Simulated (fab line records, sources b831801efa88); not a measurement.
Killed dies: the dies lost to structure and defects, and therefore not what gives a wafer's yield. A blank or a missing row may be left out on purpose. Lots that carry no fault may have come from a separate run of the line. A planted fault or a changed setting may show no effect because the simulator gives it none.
Which tool was responsible?	flow gf180mcu	33 wafers from 11 lots sampled at 5 of the route's 602 steps

## WHAT THE GAUGES SHOWED, per wafer
GF_HV_LDD_OVL_MEAS_32.
lot	measured	on	HV_LDD_02_OVL (nm)
L544	day 11 05:42	overlay-02	-1.3 -2.1 -0.1
L545	day 12 07:23	overlay-02	-0.5 -0.3 -2.0
L547	day 12 16:37	overlay-01	0.2 0.3 -0.2
L554	day 14 18:29	overlay-02	-0.2 -2.8 -2.8
L555	day 15 04:31	overlay-01	-0.6 -1.3 -1.9
L557	day 16 01:28	overlay-01	0.2 -2.1 -1.9
L558	day 16 05:38	overlay-02	-3.0 -1.0 -0.4
L559	day 16 14:29	overlay-02	-1.2 -1.9 -4.1
L560	day 16 15:21	overlay-02	-1.8 -0.8 0.6
L564	day 18 08:32	overlay-02	-2.2 -4.2 -2.6
L566	day 18 18:49	overlay-02	-2.7 0.6 -0.4

## WHAT TOOL EACH LOT RAN ON (gives the tool, then ch and the chambers of the sampled wafers, and finally the start)
lot	GF_STI_ETCH_13	GF_STI_STRIP_15	GF_MVPSD_STRIP_10	GF_HV_LDD_STRIP_10
L544	rie-diel-01 ch 1,2,3, day 2 02:29	plasma-asher-01 ch 0,1, day 2 02:41	plasma-asher-03 ch 0,1, day 4 23:49	plasma-asher-01 ch 0,1, day 9 17:43
L545	rie-diel-01 ch 0,1,3, day 2 07:13	plasma-asher-04 ch 0,1, day 2 07:22	plasma-asher-03 ch 0,1, day 5 15:28	plasma-asher-03 ch 1, day 10 18:25
L547	rie-diel-04 ch 0,2, day 2 16:08	plasma-asher-01 ch 0,1, day 2 16:17	plasma-asher-01 ch 0,1, day 5 21:13	plasma-asher-04 ch 0,1, day 11 02:27
L554	rie-diel-01 ch 0,2,3, day 4 04:20	plasma-asher-04 ch 0,1, day 4 04:31	plasma-asher-04 ch 0,1, day 7 12:40	plasma-asher-04 ch 0,1, day 13 00:37
L555	rie-diel-01 ch 2,3, day 4 10:29	plasma-asher-04 ch 0,1, day 4 10:38	plasma-asher-01 ch 1, day 7 17:29	plasma-asher-03 ch 0, day 13 10:09
L557	rie-diel-04 ch 2,3, day 4 21:48	plasma-asher-01 ch 0,1, day 4 21:57	plasma-asher-04 ch 0,1, day 8 11:39	plasma-asher-01 ch 0,1, day 14 05:45
L558	rie-diel-02 ch 0,1, day 5 02:05	plasma-asher-01 ch 0,1, day 5 02:14	plasma-asher-04 ch 0,1, day 8 16:56	plasma-asher-04 ch 0,1, day 14 11:17
L559	rie-diel-04 ch 0,1, day 5 07:34	plasma-asher-04 ch 0,1, day 5 07:45	plasma-asher-03 ch 0,1, day 8 20:50	plasma-asher-03 ch 0,1, day 14 18:54
L560	rie-diel-02 ch 2,3, day 5 10:47	plasma-asher-01 ch 0,1, day 5 10:56	plasma-asher-04 ch 0,1, day 8 22:32	plasma-asher-03 ch 0,1, day 14 19:54
L564	rie-diel-04 ch 1,2, day 6 12:06	plasma-asher-01 ch 0,1, day 6 12:17	plasma-asher-04 ch 0,1, day 10 06:59	plasma-asher-01 ch 0,1, day 16 10:33
L566	rie-diel-04 ch 0,1, day 6 18:44	plasma-asher-02 ch 0,1, day 6 18:53	plasma-asher-04 ch 0,1, day 10 10:08	plasma-asher-04 ch 0,1, day 16 20:26
- GF_STI_ETCH_13: etches the open film in CHF3/O2, stops on Si, target depth 282.31 nm, time 112.9 s.
- GF_STI_STRIP_15: strips in O2/N2.
- GF_MVPSD_STRIP_10: strips in O2/N2.
- GF_HV_LDD_STRIP_10: strips in O2/N2.

## WHAT THE TOOLS THEMSELVES READ (means of the sampled wafers that have a number; where no wafer has one, the mark that the record gives instead)
GF_STI_ETCH_13.
lot	tool	drypump-motor-current-A (A)	oes-product-au (a.u.)	rf-fwd-power-W (W)	throttle-valve-pct (%)
L544	rie-diel-01	5.3	0.837	596.1	8.811
L545	rie-diel-01	5.1	0.833	597.0	8.811
L547	rie-diel-04	5.9	0.835	595.0	8.805
L554	rie-diel-01	5.5	0.822	563.2	8.812
L555	rie-diel-01	5.5	0.831	564.6	8.808
L557	rie-diel-04	6.1	0.829	595.2	8.805
L558	rie-diel-02	6.2	0.833	598.1	8.807
L559	rie-diel-04	6.0	0.829	598.3	8.809
L560	rie-diel-02	5.8	0.825	594.3	8.817
L564	rie-diel-04	6.4	0.833	594.4	8.807
L566	rie-diel-04	5.8	0.830	595.2	8.809

GF_STI_STRIP_15.
lot	tool	drypump-motor-current-A (A)	heater-power-w (W)	oes-product-au (a.u.)	strip-time-to-endpoint-s (s)
L544	plasma-asher-01	5.7	344	0.383	3.69
L545	plasma-asher-04	5.3	324	0.380	3.65
L547	plasma-asher-01	5.7	344	0.384	3.67
L554	plasma-asher-04	5.4	311	0.384	3.74
L555	plasma-asher-04	5.3	319	0.382	3.72
L557	plasma-asher-01	5.8	348	0.381	3.71
L558	plasma-asher-01	5.7	353	0.382	3.77
L559	plasma-asher-04	5.5	315	0.375	3.64
L560	plasma-asher-01	5.9	324	0.382	3.71
L564	plasma-asher-01	5.7	348	0.384	3.73
L566	plasma-asher-02	6.2	314	0.382	3.71

GF_MVPSD_STRIP_10.
lot	tool	drypump-motor-current-A (A)	heater-power-w (W)	oes-product-au (a.u.)	strip-time-to-endpoint-s (s)
L544	plasma-asher-03	6.2	358	0.728	36.99
L545	plasma-asher-03	6.2	359	0.723	37.10
L547	plasma-asher-01	5.7	350	0.721	37.01
L554	plasma-asher-04	5.5	312	0.722	37.10
L555	plasma-asher-01	5.6	379	0.723	36.91
L557	plasma-asher-04	5.5	308	0.728	37.00
L558	plasma-asher-04	5.4	310	0.721	36.97
L559	plasma-asher-03	6.5	356	0.725	37.00
L560	plasma-asher-04	5.5	311	0.724	36.87
L564	plasma-asher-04	5.3	315	0.725	37.04
L566	plasma-asher-04	5.3	319	0.718	36.90

GF_HV_LDD_STRIP_10.
lot	tool	drypump-motor-current-A (A)	heater-power-w (W)	oes-product-au (a.u.)	strip-time-to-endpoint-s (s)
L544	plasma-asher-01	5.9	321	0.715	12.64
L545	plasma-asher-03	6.0	363	0.715	12.61
L547	plasma-asher-04	5.3	319	0.712	12.57
L554	plasma-asher-04	5.5	315	0.719	12.60
L555	plasma-asher-03	6.8	360	0.718	12.61
L557	plasma-asher-01	5.9	319	0.719	12.62
L558	plasma-asher-04	5.4	320	0.717	12.63
L559	plasma-asher-03	6.5	361	0.717	12.61
L560	plasma-asher-03	6.2	364	0.710	12.65
L564	plasma-asher-01	5.9	319	0.713	12.64
L566	plasma-asher-04	5.4	318	0.714	12.65

## THE ANSWER, worked out from the rows above alone
Rule: the usual values come from the lots themselves. The widest of any qualifying gaps counts: lots, ordered by their means at a reading, are off when they make up no more than a third of the lots, leave a main group of 4 or more, and stand apart from it by 3 or more times the standard deviation of that group's means. A main group is skipped when, at the precision printed for the reading in the tables above, its means are all equal. A lot without any number at a reading at which 4 lots or more have one is off too. The other lots that the step has rows for count as sound. Order of review: gauges by route order, followed by the tools' own readings, for which a lot's mean as printed above is used. At the first step where some lot is off, the reading lying furthest off is the one used; lots without a number count as furthest.
Off, at GF_STI_ETCH_13 on rf-fwd-power-W: L554, L555. Mean 596.0 W and standard deviation 1.4 in the main group.
If a tool, at that step or one of the process steps before it, ran each lot that is off and ran no sound lot following the first of them, it fits. One candidate fits, namely rie-diel-01 at GF_STI_ETCH_13. A fault onset in the window from L545 (day 2 07:13, its last sound lot) to L554 (day 4 04:20, its first lot off) fits.
The tool's own readings at GF_STI_ETCH_13 bear it out: on the lots that are off they differ by more than 5 times the standard deviation of the sound lots' means. rf-fwd-power-W reads 563.9 W there against 596.0 W on the sound lots.

## WHAT THE SIMULATOR PUT IN
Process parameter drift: rie-diel-01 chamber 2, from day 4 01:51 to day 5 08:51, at GF_STI_ETCH_13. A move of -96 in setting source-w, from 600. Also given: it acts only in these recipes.
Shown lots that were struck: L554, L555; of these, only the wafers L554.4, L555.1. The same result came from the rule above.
